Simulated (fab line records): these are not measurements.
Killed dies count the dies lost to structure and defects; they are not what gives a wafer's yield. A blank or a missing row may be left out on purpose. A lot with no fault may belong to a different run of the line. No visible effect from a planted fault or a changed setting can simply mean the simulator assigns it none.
fab line records	flow sky130
record lots=13	wafers=39	lastDay=50
route steps=708 shown NWELL@76 VT_ADJUST_LVTN@105 SONOS_TUNNEL@166 POLY_GATE@228 PAD_OPEN@708
lots with no fault: from the same line, run without faults
startH: start of the lot's first displayed wafer, in hours after the record's first day	waitH: hours since the lot's step before	" same as the row above	L1.1+2: a row that stands for several wafers	- no value present, or no start provided	* or withheld: withheld	< > ~ a bound
route shown NAME@n: NAME is a module with steps in the file, n the number in the route of the first one	usual: mean and standard deviation over wafers with no fault	same: alike in all rows	chamber/n: place in a boat	sites: each site's reading	_std_site: the values' standard deviation	_edge_site: the outer-site mean with the inner-site mean subtracted	radiusMm: how far each site lies from the wafer's centre	mask NAME#n: copy n	behind: the most recent tool/chamber to have shaped the wafer	hold: why the lot went on hold/how many hours it stayed there/how the hold came to an end	device: names the non-switching transistor (n, p or np)	end of line: at the end of the route, the tests of the same wafers	a step given without rows: its recipe and nothing more	killed: the dies lost at the first sort to structure and to defects; this is not the yield of the wafer	map: a wafer's dies, x killed, . not, _ none there
set.NAME: the setting as run; set.NAME@STEP: as run at that earlier step	model.NAME: the simulator's own value behind a step, which no gauge read
steps of the route over a sample of lots; a table a step, a row a wafer
services: the hour from which a tool's chamber was out of use, counted from the record's first day as startH (under 0 if before that day), plus the number of hours and why
## steps
# step SKY_NWELL_OVL_MEAS_23
# usual NWELL_01_OVL=0.3/1.5
lot.wafer	tool	chamber	startH	waitH	NWELL_01_OVL[nm]
L162.2	overlay-01	-	105.03	-	0.1
L162.4	"	-	"	"	1.2
L162.6	"	-	"	"	0.5
L163.1	overlay-01	-	111.03	-	0.3
L163.3	"	-	"	"	2.2
L163.4	"	-	"	"	3.8
L164.2	overlay-02	-	115.51	-	0.5
L164.3	"	-	"	"	0.6
L164.4	"	-	"	"	0.5
L165.2	overlay-01	-	129.66	-	0.7
L165.3	"	-	"	"	-2.2
L165.5	"	-	"	"	0.0
L166.1	overlay-02	-	134.18	-	1.0
L166.5	"	-	"	"	-0.3
L166.6	"	-	"	"	1.4
L169.2	overlay-02	-	152.68	-	1.7
L169.3	"	-	"	"	3.3
L169.6	"	-	"	"	1.7
L171.4	overlay-01	-	156.12	-	1.9
L171.5	"	-	"	"	4.0
L171.6	"	-	"	"	3.2
L176.1	overlay-02	-	186.38	-	-1.0
L176.5	"	-	"	"	-2.9
L176.6	"	-	"	"	-1.5
L177.1	overlay-02	-	191.60	-	-0.4
L177.4	"	-	"	"	-0.8
L177.5	"	-	"	"	0.9
L180.1	overlay-02	-	218.25	-	1.6
L180.2	"	-	"	"	-2.0
L180.4	"	-	"	"	-2.0
L183.1	overlay-01	-	236.63	-	1.8
L183.5	"	-	"	"	-0.1
L183.6	"	-	"	"	0.3
L184.2	overlay-02	-	241.89	-	0.1
L184.3	"	-	"	"	-0.3
L184.6	"	-	"	"	-1.0
L185.1	overlay-02	-	245.25	-	-0.1
L185.4	"	-	"	"	-1.0
L185.6	"	-	"	"	1.8
# step SKY_VT_ADJUST_LVTN_IMPLANT_08
# recipe species=B	energyKev=30	doseCm2=1.57e+12	tiltDeg=withheld
# usual doseIonsCm2=1.5698e+12/1.8e+09	faradayCurrentUA=8.87/0.18
lot.wafer	tool	chamber	startH	waitH	doseIonsCm2	faradayCurrentUA
L162.2	implanter-02	0	143.61	0.0	1.5681e+12	8.80
L162.4	"	0	"	"	1.5714e+12	8.96
L162.6	"	0	"	"	1.5685e+12	9.24
L163.1	implanter-03	0	150.14	0.0	1.5694e+12	8.96
L163.3	"	0	"	"	1.5667e+12	8.78
L163.4	"	0	"	"	1.5695e+12	8.75
L164.2	implanter-03	0	154.51	0.0	1.5738e+12	8.89
L164.3	"	0	"	"	1.5743e+12	8.96
L164.4	"	0	"	"	1.5731e+12	8.73
L165.2	implanter-04	0	169.04	0.0	1.5689e+12	8.62
L165.3	"	0	"	"	1.5718e+12	9.01
L165.5	"	0	"	"	1.572e+12	8.87
L166.1	implanter-04	0	173.19	0.0	1.5716e+12	8.70
L166.5	"	0	"	"	1.5711e+12	9.02
L166.6	"	0	"	"	1.57e+12	8.82
L169.2	implanter-02	0	194.51	0.0	1.5718e+12	9.26
L169.3	"	0	"	"	1.5701e+12	8.91
L169.6	"	0	"	"	1.5704e+12	8.89
L171.4	implanter-02	0	198.72	0.1	1.5696e+12	8.62
L171.5	"	0	"	"	1.5735e+12	8.90
L171.6	"	0	"	"	1.5712e+12	9.21
L176.1	implanter-02	0	229.62	0.0	1.2499e+12	6.81
L176.5	"	0	"	"	1.2507e+12	7.00
L176.6	"	0	"	"	1.2511e+12	7.05
L177.1	implanter-02	0	237.44	0.0	1.2464e+12	6.92
L177.4	"	0	"	"	1.2476e+12	6.99
L177.5	"	0	"	"	1.2446e+12	7.06
L180.1	implanter-03	0	265.12	0.0	1.5692e+12	8.65
L180.2	"	0	"	"	1.5683e+12	8.98
L180.4	"	0	"	"	1.5685e+12	8.77
L183.1	implanter-04	0	284.04	0.0	1.5691e+12	8.84
L183.5	"	0	"	"	1.5703e+12	8.77
L183.6	"	0	"	"	1.5706e+12	9.17
L184.2	implanter-03	0	290.69	0.0	1.5711e+12	9.11
L184.3	"	0	"	"	1.569e+12	8.56
L184.6	"	0	"	"	1.5664e+12	8.67
L185.1	implanter-04	0	293.74	0.0	1.5707e+12	9.02
L185.4	"	0	"	"	1.5693e+12	9.15
L185.6	"	0	"	"	1.5708e+12	8.95
# step SKY_VT_ADJUST_LVTN_TW_MEAS_10
# usual VT_ADJUST_LVTN_TW=238.1/1.5
lot.wafer	tool	chamber	startH	waitH	VT_ADJUST_LVTN_TW
L162.2	filmMetro-03	-	143.85	0.1	235.3
L162.4	"	-	"	"	236.2
L162.6	"	-	"	"	236.0
L163.1	filmMetro-01	-	150.39	0.1	238.1
L163.3	"	-	"	"	239.0
L163.4	"	-	"	"	239.5
L164.2	filmMetro-04	-	154.75	0.1	239.0
L164.3	"	-	"	"	239.5
L164.4	"	-	"	"	239.4
L165.2	filmMetro-01	-	169.28	0.1	238.3
L165.3	"	-	"	"	239.4
L165.5	"	-	"	"	238.5
L166.1	filmMetro-04	-	173.44	0.1	239.2
L166.5	"	-	"	"	240.6
L166.6	"	-	"	"	240.1
L169.2	filmMetro-01	-	194.75	0.1	239.7
L169.3	"	-	"	"	239.2
L169.6	"	-	"	"	238.7
L171.4	filmMetro-04	-	198.93	0.1	239.0
L171.5	"	-	"	"	239.4
L171.6	"	-	"	"	238.3
L176.1	filmMetro-03	-	229.87	0.1	221.2
L176.5	"	-	"	"	221.7
L176.6	"	-	"	"	222.1
L177.1	filmMetro-03	-	237.69	0.1	221.5
L177.4	"	-	"	"	219.7
L177.5	"	-	"	"	220.1
L180.1	filmMetro-03	-	265.37	0.1	237.1
L180.2	"	-	"	"	238.2
L180.4	"	-	"	"	239.0
L183.1	filmMetro-03	-	284.29	0.1	237.8
L183.5	"	-	"	"	237.5
L183.6	"	-	"	"	238.5
L184.2	filmMetro-04	-	290.93	0.1	238.0
L184.3	"	-	"	"	236.8
L184.6	"	-	"	"	237.8
L185.1	filmMetro-03	-	293.99	0.1	236.6
L185.4	"	-	"	"	236.6
L185.6	"	-	"	"	237.7
# step SKY_SONOS_TUNNEL_TW_MEAS_12
# usual SONOS_TUNNEL_TW=194.5/0.93
lot.wafer	tool	chamber	startH	waitH	SONOS_TUNNEL_TW
L162.2	filmMetro-01	-	251.08	0.0	193.3
L162.4	"	-	"	"	194.2
L162.6	"	-	"	"	194.3
L163.1	filmMetro-03	-	259.29	0.0	194.8
L163.3	"	-	"	"	194.9
L163.4	"	-	"	"	195.2
L164.2	filmMetro-01	-	265.32	0.0	193.3
L164.3	"	-	"	"	193.1
L164.4	"	-	"	"	192.7
L165.2	filmMetro-03	-	282.31	0.0	194.3
L165.3	"	-	"	"	193.7
L165.5	"	-	"	"	194.1
L166.1	filmMetro-01	-	288.07	0.0	193.8
L166.5	"	-	"	"	194.2
L166.6	"	-	"	"	194.1
L169.2	filmMetro-04	-	311.56	0.0	193.9
L169.3	"	-	"	"	195.4
L169.6	"	-	"	"	194.9
L171.4	filmMetro-01	-	316.70	0.0	194.9
L171.5	"	-	"	"	194.5
L171.6	"	-	"	"	194.6
L176.1	filmMetro-01	-	351.99	0.0	193.3
L176.5	"	-	"	"	194.2
L176.6	"	-	"	"	193.7
L177.1	filmMetro-01	-	360.47	0.0	194.8
L177.4	"	-	"	"	194.8
L177.5	"	-	"	"	194.5
L180.1	filmMetro-01	-	396.42	0.0	195.4
L180.2	"	-	"	"	196.7
L180.4	"	-	"	"	194.8
L183.1	filmMetro-04	-	419.42	0.0	195.9
L183.5	"	-	"	"	195.0
L183.6	"	-	"	"	195.6
L184.2	filmMetro-04	-	427.88	0.0	194.8
L184.3	"	-	"	"	195.8
L184.6	"	-	"	"	196.4
L185.1	filmMetro-01	-	431.71	0.0	195.4
L185.4	"	-	"	"	195.8
L185.6	"	-	"	"	194.7
# step SKY_POLY_GATE_OVL_MEAS_14
# usual POLY_GATE_OVL=2/4.6
lot.wafer	tool	chamber	startH	waitH	POLY_GATE_OVL[nm]
L163.1	overlay-01	-	384.95	0.1	1
L163.3	"	-	"	"	9
L163.4	"	-	"	"	1
L162.2	overlay-02	-	384.97	0.1	0
L162.4	"	-	"	"	-4
L162.6	"	-	"	"	0
L164.2	overlay-02	-	395.01	0.1	2
L164.3	"	-	"	"	2
L164.4	"	-	"	"	5
L166.1	overlay-02	-	414.02	0.1	-3
L166.5	"	-	"	"	-6
L166.6	"	-	"	"	-6
L165.2	overlay-02	-	414.57	0.1	4
L165.3	"	-	"	"	2
L165.5	"	-	"	"	-5
L169.2	overlay-01	-	438.86	0.1	5
L169.3	"	-	"	"	-2
L169.6	"	-	"	"	10
L171.4	overlay-01	-	454.39	0.1	3
L171.5	"	-	"	"	9
L171.6	"	-	"	"	5
L176.1	overlay-01	-	483.55	0.1	-5
L176.5	"	-	"	"	-7
L176.6	"	-	"	"	3
L177.1	overlay-02	-	492.70	0.1	-3
L177.4	"	-	"	"	-7
L177.5	"	-	"	"	-1
L180.1	overlay-02	-	531.32	0.1	3
L180.2	"	-	"	"	15
L180.4	"	-	"	"	3
L183.1	overlay-01	-	558.80	0.1	0
L183.5	"	-	"	"	-3
L183.6	"	-	"	"	-2
L184.2	overlay-01	-	562.62	0.1	5
L184.3	"	-	"	"	8
L184.6	"	-	"	"	9
L185.1	overlay-01	-	565.85	0.1	-1
L185.4	"	-	"	"	-2
L185.6	"	-	"	"	-1
# step SKY_PAD_OPEN_PROBE_99
# usual killed_at_M0_to_M3=43/6.5	killed_at_M4_up=3.3/2	killedAtContacts=24/5.2	killedAtFrontEnd=16/4.2	killedAtOther=0.3/0.6	killedDies=87/9.3	killedOpen=47/7.8	killedShort=39/6.2
# same grossDies=492	killedAtBackSide=0
lot.wafer	tool	chamber	startH	waitH	killed_at_M0_to_M3	killed_at_M4_up	killedAtContacts	killedAtFrontEnd	killedAtOther	killedDies	killedOpen	killedShort
L166.1	prober-02	-	1105.58	0.1	47	1	26	19	1	94	47	46
L166.5	prober-02	-	1105.78	0.2	39	1	20	16	0	76	41	35
L166.6	prober-02	-	1105.83	0.2	50	3	28	11	0	92	41	51
L169.2	prober-02	-	1118.68	0.1	50	3	34	10	0	97	59	38
L169.3	prober-02	-	1118.73	0.2	47	4	23	6	0	80	38	42
L169.6	prober-02	-	1118.88	0.2	44	7	24	11	0	86	44	41
L176.1	prober-01	-	1148.21	0.1	49	2	17	13	0	81	53	28
L176.6	prober-01	-	1148.46	0.2	48	2	22	22	0	94	55	39
# killed by level:class
L166.1 VIA1:geometricParticle:open=14 CONTACT:geometricParticle:short=8 METAL2:geometricParticle:short=8 VIA2:geometricParticle:open=6 FIELD_ISO:geometricParticle:open=5 POLY_GATE:geometricParticle:short=5 LI_CONTACT:geometricParticle:open=5 CONTACT:geometricParticle:open=5
L166.5 VIA1:geometricParticle:open=9 CONTACT:geometricParticle:open=7 LI_CONTACT:geometricParticle:open=6 METAL2:geometricParticle:short=6 POLY_GATE:geometricParticle:open=5 VIA1:geometricParticle:short=5 FIELD_ISO:geometricParticle:open=4 CONTACT:geometricParticle:short=4
L166.6 CONTACT:geometricParticle:open=11 METAL2:geometricParticle:short=9 VIA1:geometricParticle:open=8 CONTACT:geometricParticle:short=7 LI_CONTACT:geometricParticle:short=5 LI_CONTACT:geometricParticle:open=5 VIA2:geometricParticle:short=5 METAL3:geometricParticle:short=5
L169.2 CONTACT:geometricParticle:open=13 VIA1:geometricParticle:open=12 VIA3:geometricParticle:open=8 VIA2:geometricParticle:open=7 LOCAL_INTERCONNECT:geometricParticle:short=6 VIA2:geometricParticle:short=6 LI_CONTACT:geometricParticle:open=6 CONTACT:geometricParticle:short=5
L169.3 VIA1:geometricParticle:open=10 CONTACT:geometricParticle:open=8 METAL1:geometricParticle:short=7 VIA2:geometricParticle:open=6 CONTACT:geometricParticle:short=5 LI_CONTACT:geometricParticle:open=5 METAL2:geometricParticle:short=5 VIA3:geometricParticle:open=5
L169.6 CONTACT:geometricParticle:open=11 VIA1:geometricParticle:open=9 VIA2:geometricParticle:open=7 CONTACT:geometricParticle:short=7 METAL2:geometricParticle:short=6 POLY_GATE:geometricParticle:short=5 METAL1:geometricParticle:short=5 METAL4:geometricParticle:short=5
L176.1 VIA1:geometricParticle:open=15 VIA3:geometricParticle:open=9 VIA2:geometricParticle:open=8 CONTACT:geometricParticle:open=7 FIELD_ISO:geometricParticle:open=6 VIA1:geometricParticle:short=5 METAL1:geometricParticle:short=4 POLY_GATE:geometricParticle:short=3
L176.6 VIA1:geometricParticle:open=17 LI_CONTACT:geometricParticle:open=8 POLY_GATE:geometricParticle:open=7 CONTACT:geometricParticle:open=6 CONTACT:geometricParticle:short=5 VIA2:geometricParticle:short=5 METAL3:geometricParticle:short=5 FIELD_ISO:geometricParticle:short=4
## services
tool	chamber	startH	hours	kind
implanter-03	-	178.96	5.4	repair
implanter-02	-	230.42	0.7	repair
implanter-04	-	242.79	31.9	pm
implanter-03	-	248.83	6.2	repair
implanter-02	-	263.12	2.7	pm
implanter-04	-	274.68	3.3	pm
## key
firstSign step=SKY_VT_ADJUST_LVTN_IMPLANT_08	reading=doseIonsCm2	direction=down	sigmas=99+	usual=*	struck=*
effect step=SKY_VT_ADJUST_LVTN_IMPLANT_08	reading=faradayCurrentUA	direction=down	sigmas=11	usual=8.87	struck=6.97
effect step=SKY_VT_ADJUST_LVTN_TW_MEAS_10	reading=VT_ADJUST_LVTN_TW	direction=down	sigmas=11	usual=238.1	struck=221.1
metAt SKY_VT_ADJUST_LVTN_IMPLANT_08
struckLots L176,L177
testerLeftOut L176,L177
notActingAt SKY_NWELL_OVL_MEAS_23,SKY_SONOS_TUNNEL_TW_MEAS_12,SKY_POLY_GATE_OVL_MEAS_14
onsetBetween 198.72 229.62
fault kind=processParameterDrift	tool=implanter-02	chamber=-	onsetH=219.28	steps=SKY_VT_ADJUST_LVTN_IMPLANT_08	channel=doseCm2	offset=*	shape=step	endH=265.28	actsIn=*	stated=*
# testerLeftOut: of these lots the tester's yield and bins aren't shown, on N5 and GAA mostly nor the transistor test; their killed dies are dies lost to structure and defects alone, not to doping, threshold or leakage, so they don't give the yield
